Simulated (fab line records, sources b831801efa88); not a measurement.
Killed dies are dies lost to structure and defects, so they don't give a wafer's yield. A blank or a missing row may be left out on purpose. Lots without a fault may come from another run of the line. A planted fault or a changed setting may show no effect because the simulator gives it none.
fab line records | flow sky130
record lots=11 wafers=33 last_day=50
route steps=708 shown NWELL@76 SPACER@304 LOCAL_INTERCONNECT@387 CONTACT@424
lots that met no fault: from a run of the same line without faults
start_h: hours from the record's first day to the start of the lot's first wafer shown | wait_h: hours since the lot's step before | " the same as in the row above | L1.1+2: a row that stands for several wafers | - no value, or no start given | * or withheld: withheld | < > ~ a bound
route shown NAME@n: a module of which the file shows steps, and the number in the route of the first | usual: mean/standard deviation of fault-free wafers | same: alike in all rows | chamber/n: place in a boat | sites: the reading at each site | _std_site: their standard deviation | _edge_site: outer sites' mean less inner sites' | radius_mm: how far each site lies from the wafer's centre | mask NAME#n: copy n | behind: the tool/chamber that last shaped the wafer | hold: why the lot was held/for how many hours/how that ended | device: the transistor (n, p or np) that didn't switch | end of line: the same wafers' tests at the end of the route | a step without rows: its recipe alone | killed: dies lost to structure and defects at the first sort, not the wafer's yield | map: a wafer's dies, x killed, . not, _ none there
set.NAME: the setting as run; set.NAME@STEP: as run at that earlier step | model.NAME: the simulator's own value behind a step, which no gauge read
steps of the route over a sample of lots; a table a step, a row a wafer
services: from which hour (start_h, from the record's first day; less than 0 if before it) a tool's chamber was out of use, for how many hours, and why
## steps
# step SKY_NWELL_OVL_MEAS_23
# usual NWELL_01_OVL=0.4/1.2
# columns lot.wafer tool chamber start_h wait_h NWELL_01_OVL[nm]
L110.1 overlay-02 - 122.80 - -2.9
L110.4 " - " " -1.1
L110.5 " - " " -2.4
L112.3 overlay-02 - 143.20 - 0.7
L112.4 " - " " 1.3
L112.6 " - " " 1.7
L111.2 overlay-01 - 143.89 - 1.7
L111.3 " - " " 1.1
L111.5 " - " " 0.8
L113.1 overlay-02 - 146.04 - 1.1
L113.4 " - " " 1.1
L113.5 " - " " 1.6
L115.2 overlay-02 - 152.47 - -1.4
L115.3 " - " " -1.3
L115.5 " - " " -0.9
L116.2 overlay-01 - 159.92 - -0.4
L116.5 " - " " 0.4
L116.6 " - " " 1.2
L117.1 overlay-01 - 164.41 - 0.7
L117.2 " - " " -0.5
L117.5 " - " " 0.0
L119.1 overlay-01 - 178.51 - 2.2
L119.2 " - " " 1.1
L119.6 " - " " 1.6
L128.3 overlay-02 - 229.92 - 1.6
L128.5 " - " " 1.2
L128.6 " - " " 1.1
L129.1 overlay-02 - 238.45 - 0.4
L129.3 " - " " 0.6
L129.4 " - " " 0.3
L130.1 overlay-01 - 245.89 - 0.3
L130.3 " - " " 0.4
L130.5 " - " " -0.1
# step SKY_SPACER_CVD_00
# recipe material=Si3N4 precursor=DCS/NH3 target_thk_nm=43.1 temp_c=770 time_s=740 pressure_mtorr=250
# usual pressure_mtorr=250.0/0.47 spike_tc_centre_C=770.5/2.5 zone_power_top_pct=28.4/1.4
# columns lot.wafer tool chamber start_h wait_h pressure_mtorr spike_tc_centre_C zone_power_top_pct
L110.1 lpcvd-02 0 552.56 0.0 249.5 772.3 27.4
L110.4 " 0 " " 250.6 773.1 26.9
L110.5 " 0 " " 250.5 771.4 26.9
L111.2 lpcvd-02 1 586.33 0.2 250.2 765.8 29.9
L111.3 " 1 " " 250.4 768.8 29.6
L111.5 " 1 " " 250.4 767.1 29.9
L112.3 lpcvd-02 1 587.53 0.1 249.6 767.1 30.2
L112.4 " 1 " " 249.1 768.3 29.3
L112.6 " 1 " " 249.1 768.2 29.5
L113.1 lpcvd-02 0 589.79 1.9 250.5 773.6 26.7
L113.4 " 0 " " 250.3 771.6 27.0
L113.5 " 0 " " 250.6 774.8 27.2
L115.2 lpcvd-02 0 597.75 0.0 250.5 772.1 26.9
L115.3 " 0 " " 250.6 772.6 27.2
L115.5 " 0 " " 249.8 771.9 26.9
L116.2 lpcvd-02 0 608.31 0.0 249.7 771.9 26.6
L116.5 " 0 " " 249.9 771.9 27.3
L116.6 " 0 " " 249.2 774.3 26.8
L117.1 lpcvd-02 1 616.44 1.4 249.7 768.7 29.8
L117.2 " 1 " " 249.7 767.7 30.1
L117.5 " 1 " " 250.2 768.2 30.0
L119.1 lpcvd-02 0 632.67 0.0 200.3 771.6 27.3
L119.2 " 0 " " 200.2 771.2 26.9
L119.6 " 0 " " 200.5 772.0 26.9
L128.3 lpcvd-02 1 700.88 1.9 249.6 767.8 29.8
L128.5 " 1 " " 249.6 767.3 29.7
L128.6 " 1 " " 249.8 768.1 29.9
L129.1 lpcvd-02 0 705.28 1.5 250.5 773.8 27.1
L129.3 " 0 " " 251.4 771.6 27.2
L129.4 " 0 " " 250.3 772.7 26.8
L130.1 lpcvd-02 1 715.36 1.0 249.7 768.9 29.2
L130.3 " 1 " " 250.5 768.5 29.3
L130.5 " 1 " " 249.5 768.2 29.8
# step SKY_SPACER_THK_MEAS_01
# recipe reads=Si3N4_of_SPACER_CVD_00
# usual SPACER_CVD_00_THK=43.1/0.42
# columns lot.wafer tool chamber start_h wait_h SPACER_CVD_00_THK[nm]
L110.1 film_metro-02 - 553.76 0.0 42.9
L110.4 " - " " 42.8
L110.5 " - " " 43.4
L111.2 film_metro-02 - 587.54 0.0 43.6
L111.3 " - " " 43.5
L111.5 " - " " 43.0
L112.3 film_metro-04 - 588.76 0.0 43.2
L112.4 " - " " 43.1
L112.6 " - " " 42.8
L113.1 film_metro-02 - 591.60 0.0 43.1
L113.4 " - " " 43.1
L113.5 " - " " 43.2
L115.2 film_metro-02 - 598.97 0.0 43.0
L115.3 " - " " 43.1
L115.5 " - " " 43.0
L116.2 film_metro-03 - 609.52 0.0 42.7
L116.5 " - " " 43.0
L116.6 " - " " 42.9
L117.1 film_metro-04 - 617.64 0.0 42.6
L117.2 " - " " 42.2
L117.5 " - " " 42.6
L119.1 film_metro-04 - 633.88 0.0 40.0
L119.2 " - " " 40.1
L119.6 " - " " 39.9
L128.3 film_metro-04 - 702.10 0.0 43.3
L128.5 " - " " 43.1
L128.6 " - " " 43.2
L129.1 film_metro-04 - 706.48 0.0 43.4
L129.3 " - " " 43.3
L129.4 " - " " 43.6
L130.1 film_metro-02 - 716.56 0.0 43.6
L130.3 " - " " 43.2
L130.5 " - " " 43.4
# step SKY_SPACER_ETCHBACK_02
# recipe chemistry=CH3F/O2 target=Si3N4 stop_on=SiO2 source_w=400 bias_w=80 pressure_mtorr=25 ch3f_flow_sccm=40 O2_flow_sccm=30 time_s=46.7 target_depth_a=450
# usual drypump_motor_current_A=5.7/0.57 oes_product_au=0.855/0.0062 throttle_valve_pct=10.563/0.0084
# columns lot.wafer tool chamber start_h wait_h drypump_motor_current_A oes_product_au rf_hours_counter_h throttle_valve_pct
L110.1 rie_diel-03 0 553.82 0.1 5.8 0.861 14 10.572
L110.4 " 3 " " 4.7 0.851 7 10.563
L110.5 " 3 " " 4.7 0.861 - 10.552
L111.2 rie_diel-01 1 587.59 0.0 6.4 0.859 47 10.573
L111.3 " 3 " " 5.2 0.861 0 10.556
L111.5 " 3 " " 5.1 0.850 - 10.564
L112.3 rie_diel-02 0 588.80 0.0 5.8 0.862 2 10.571
L112.4 " 3 " " 5.7 0.843 14 10.543
L112.6 " 3 " " 5.6 0.850 - 10.557
L113.1 rie_diel-02 0 591.66 0.1 5.8 0.847 2 10.568
L113.4 " 2 " " 5.2 0.855 3 10.569
L113.5 " 2 " " 5.2 0.851 - 10.559
L115.2 rie_diel-01 1 599.02 0.0 6.4 0.857 48 10.557
L115.3 " 2 " " 5.5 0.853 68 10.554
L115.5 " 3 " " 5.2 0.852 - 10.572
L116.2 rie_diel-01 2 609.57 0.0 5.5 0.857 68 10.566
L116.5 " 2 " " 5.5 0.851 - 10.564
L116.6 " 0 " " 6.5 0.848 - 10.566
L117.1 rie_diel-02 1 617.70 0.1 6.0 0.849 28 10.562
L117.2 " 2 " " 5.2 0.842 3 10.551
L117.5 " 2 " " 5.2 0.848 - 10.563
L119.1 rie_diel-03 1 633.94 0.1 5.5 0.823 35 10.569
L119.2 " 0 " " 5.8 0.827 16 10.564
L119.6 " 2 " " 6.5 0.818 - 10.557
L128.3 rie_diel-02 3 702.14 0.0 5.7 0.855 16 10.565
L128.5 " 0 " " 5.8 0.865 - 10.568
L128.6 " 1 " " 6.0 0.858 - 10.562
L129.1 rie_diel-03 0 706.54 0.1 5.8 0.859 18 10.558
L129.3 " 3 " " 4.7 0.846 10 10.574
L129.4 " 2 " " 6.5 0.866 8 10.568
L130.1 rie_diel-03 0 716.62 0.1 5.8 0.858 18 10.561
L130.3 " 1 " " 5.4 0.852 37 10.551
L130.5 " 3 " " 4.7 0.856 - 10.564
# step SKY_LOCAL_INTERCONNECT_SPUTTER_00
# recipe material=TiN target_thk_nm=100 temp_c=300 power_w=6316 time_s=83.3 chamber_pressure_pa=0.4
# usual throttle_valve_pct=30.0/1.2
# columns lot.wafer tool chamber start_h wait_h throttle_valve_pct
L110.1 pvd_sputter-04 - 700.41 0.2 29.5
L110.4 " - " " 31.0
L110.5 " - " " 30.8
L111.2 pvd_sputter-04 - 732.76 0.2 31.0
L111.3 " - " " 28.4
L111.5 " - " " 29.2
L112.3 pvd_sputter-02 - 733.10 0.1 31.7
L112.4 " - " " 29.3
L112.6 " - " " 29.0
L113.1 pvd_sputter-01 - 737.29 0.2 30.5
L113.4 " - " " 28.5
L113.5 " - " " 30.8
L115.2 pvd_sputter-01 - 742.51 0.1 31.1
L115.3 " - " " 30.7
L115.5 " - " " 28.4
L116.2 pvd_sputter-01 - 752.94 0.1 28.7
L116.5 " - " " 28.3
L116.6 " - " " 30.9
L117.1 pvd_sputter-01 - 761.68 0.2 28.4
L117.2 " - " " 28.9
L117.5 " - " " 29.0
L119.1 pvd_sputter-01 - 777.47 0.1 28.2
L119.2 " - " " 29.1
L119.6 " - " " 28.4
L128.3 pvd_sputter-02 - 840.47 0.1 31.8
L128.5 " - " " 31.5
L128.6 " - " " 31.9
L129.1 pvd_sputter-02 - 846.38 0.1 29.3
L129.3 " - " " 31.3
L129.4 " - " " 31.8
L130.1 pvd_sputter-02 - 853.83 0.1 31.3
L130.3 " - " " 28.4
L130.5 " - " " 31.5
# step SKY_CONTACT_ETCH_18
# recipe target=Si3N4 chemistry=CHF3/O2 stop_on=TiN source_w=600 bias_w=200 pressure_mtorr=40 chf3_flow_sccm=50 O2_flow_sccm=5 time_s=39 target_depth_a=750
# usual drypump_motor_current_A=5.7/0.51 oes_product_au=0.853/0.0082 throttle_valve_pct=8.793/0.0094
# columns lot.wafer tool chamber start_h wait_h drypump_motor_current_A oes_product_au rf_hours_counter_h throttle_valve_pct
L110.1 rie_diel-03 2 - - 6.5 0.847 10 8.779
L110.4 " 1 " " 5.5 0.858 38 8.801
L110.5 " 2 " " 6.5 0.861 - 8.779
L111.2 rie_diel-02 2 - - 5.2 0.851 7 8.792
L111.3 " 1 " " 6.0 0.851 32 8.786
L111.5 " 1 " " 6.0 0.859 - 8.799
L112.3 rie_diel-03 2 - - 6.5 0.848 11 8.790
L112.4 " 1 " " 5.4 0.854 39 8.801
L112.6 " 0 " " 5.8 0.856 - 8.795
L113.1 rie_diel-03 2 - - 6.5 0.852 11 8.806
L113.4 " 1 " " 5.4 0.855 39 8.788
L113.5 " 3 " " 4.8 0.860 - 8.797
L115.2 rie_diel-04 1 - - 6.0 0.848 17 8.794
L115.3 " 3 " " 6.6 0.850 17 8.779
L115.5 " 3 " " 6.6 0.853 - 8.805
L116.2 rie_diel-03 0 - - 5.8 0.855 21 8.785
L116.5 " 0 " " 5.8 0.862 - 8.797
L116.6 " 2 " " 6.5 0.859 - 8.793
L117.1 rie_diel-04 1 - - 6.0 0.848 18 8.789
L117.2 " 2 " " 5.1 0.844 1 8.782
L117.5 " 1 " " 5.9 0.864 - 8.798
L119.1 rie_diel-02 2 - - 5.2 0.834 9 8.794
L119.2 " 0 " " 5.8 0.855 7 8.811
L119.6 " 3 " " 5.7 0.848 - 8.774
L128.3 rie_diel-03 1 - - 5.4 0.853 2 8.787
L128.5 " 2 " " 6.5 0.860 - 8.804
L128.6 " 1 " " 5.4 0.854 - 8.788
L129.1 rie_diel-03 3 - - 4.7 0.839 16 8.791
L129.3 " 1 " " 5.4 0.843 3 8.789
L129.4 " 1 " " 5.5 0.846 - 8.783
L130.1 rie_diel-04 3 - - 6.6 0.849 20 8.792
L130.3 " 2 " " 5.2 0.847 4 8.792
L130.5 " 0 " " 5.5 0.864 - 8.804
## services
# columns tool chamber start_h hours kind
pvd_sputter-01 - 529.50 7.3 repair
rie_diel-03 2 536.36 1.2 repair
pvd_sputter-02 - 550.85 0.7 repair
rie_diel-02 2 551.99 2.1 repair
rie_diel-03 - 562.83 2.8 pm
rie_diel-04 - 563.88 0.5 repair
rie_diel-03 3 584.27 3.7 repair
rie_diel-02 - 598.74 1.2 repair
pvd_sputter-01 - 605.63 14.7 repair
rie_diel-02 - 606.09 0.3 repair
rie_diel-03 3 638.72 1.7 repair
pvd_sputter-01 - 662.16 14.2 repair
pvd_sputter-01 - 671.48 8.3 repair
rie_diel-02 2 690.66 6.2 repair
rie_diel-03 2 690.84 7.1 repair
rie_diel-03 1 734.82 10.1 repair
rie_diel-02 3 757.65 10.9 repair
rie_diel-03 3 765.11 2.9 repair
rie_diel-02 0 815.64 8.6 repair
rie_diel-03 - 824.77 0.7 repair
rie_diel-03 - 832.46 14.6 pm
rie_diel-02 2 857.99 24.4 repair
rie_diel-03 3 894.22 4.1 repair
rie_diel-03 2 897.71 4.5 repair
## key
first_sign step=SKY_SPACER_CVD_00 reading=pressure_mtorr direction=down sigmas=99+ usual=250.0 struck=200.4
effect step=SKY_SPACER_THK_MEAS_01 reading=SPACER_CVD_00_THK direction=down sigmas=7.5 usual=43.1 struck=40.0
effect step=SKY_SPACER_ETCHBACK_02 reading=oes_product_au direction=down sigmas=5.2 usual=0.855 struck=0.823
met_at SKY_SPACER_CVD_00
struck_lots L119
struck_wafers L119.1,L119.2,L119.6
tester_left_out L119
not_acting_at SKY_NWELL_OVL_MEAS_23,SKY_LOCAL_INTERCONNECT_SPUTTER_00,SKY_CONTACT_ETCH_18
onset_between 608.31 632.67
fault kind=process_parameter_drift tool=lpcvd-02 chamber=0 onset_h=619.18 steps=SKY_SPACER_CVD_00 channel=pressure_mtorr offset=-50 shape=step end_h=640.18 acts_in=these_recipes_only stated=250
# tester_left_out: of these lots the tester's yield and bins aren't shown, on N5 and GAA mostly nor the transistor test; their killed dies are dies lost to structure and defects alone, not to doping, threshold or leakage, so they don't give the yield
